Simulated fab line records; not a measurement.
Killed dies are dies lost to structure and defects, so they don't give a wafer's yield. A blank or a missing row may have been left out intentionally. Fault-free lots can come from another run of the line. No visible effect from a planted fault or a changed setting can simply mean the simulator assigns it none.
Problem report, 8D (eight disciplines) form, completed by code	flow gf180mcu	the parts of the form that need people (team, actions taken, sign-off) are left out

## 1. WHAT IS WRONG
NSD_RS at GF_PSD_RS_MEAS_14 reads a mean of 46.98 ohm/sq on 6 wafers of 2 lots; wafers without a fault read 46.14 ohm/sq with a standard deviation of 0.083. Relative to the usual mean, that is a shift of +10 standard deviations.
The step: measures by four-point-probe.
First seen on wafer L301.1, day 18 00:56, on filmMetro-04. The record holds 42 wafers of 14 lots with a number at this step. By rule, "out" or "out of limits" means more than 4 standard deviations away from the usual mean. Any other wafer with a number is counted as sound.

## 2. WHAT THIS IS AND IS NOT
question	is	is not
which readings at this step	NSD_RS	-
which lots	L301, L303	L292, L294, L296, L297, L298, L299, L300, L308, L309, L311, L312, L314
which wafers of those lots	all that have a number	-
read on which gauges	filmMetro-04	filmMetro-01, filmMetro-02
when	from day 18 00:56	up to then (21 sound wafers); but 15 sound wafers of L308, L309, L311, L312, L314 came after

## 3. SUSPECTS, AND WHAT RULES EACH OUT
Counting: any tool at a process step up to the reading is kept as a suspect provided that every lot that is out went through it and no sound lot did after the first of them.
- the gauge at GF_PSD_RS_MEAS_14: kept. All the wafers that are out were read on filmMetro-04, and no step on other tools shows them out.
- implanter-03 at GF_NSD_IMPLANT_10: kept. It processed each lot that is out, first L301 at day 17 01:37, and no sound lot thereafter; up to then, the last sound lot it processed was L300 at day 16 16:53.
After counting, implanter-03 at GF_NSD_IMPLANT_10 and filmMetro-04 at GF_PSD_RS_MEAS_14 remain.

## 4. THE CAUSE (what the simulator had put in)
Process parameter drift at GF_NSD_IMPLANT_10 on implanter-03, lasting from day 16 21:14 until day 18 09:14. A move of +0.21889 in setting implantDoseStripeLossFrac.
Counting left 2 suspects, and this tool is among them.

## 5. SEQUENCE OF EFFECTS, ordered by route
Each row: a reading whose mean over the struck wafers that have a number lies more than 3 standard deviations from the usual. Only readings for which the record gives a usual standard deviation are gone through. hours: the time from each lot's start at the first step in this table that gives one to its start at this step, as a median over the lots. sigmas: the change in usual standard deviations.
hours	step	reading	usual	on struck wafers	change	sigmas
0	GF_PSD_RS_MEAS_14	NSD_RS	46.14 ohm/sq	46.98	+0.84	+10
Later steps that measure or inspect, where all struck wafers having a row at the step show a number for every such reading and not one has moved that far: GF_SALICIDE_THK_MEAS_05.

## 6. WHAT WOULD HAVE CAUGHT IT SOONER
In this record the first reading out of limits at a measuring or inspecting step was taken at day 18 00:56, 28 hours after the fault began at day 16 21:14.
Of the tool readings at GF_NSD_IMPLANT_10 for which the record gives a usual standard deviation, none was out on any struck wafer, so an alarm limit of 4 standard deviations on them would not have fired.
Each of the lots that are out, 2 in all, had begun GF_NSD_IMPLANT_10 on implanter-03 no later than day 18 00:56. Holding the tool at that point would not have protected any of them.
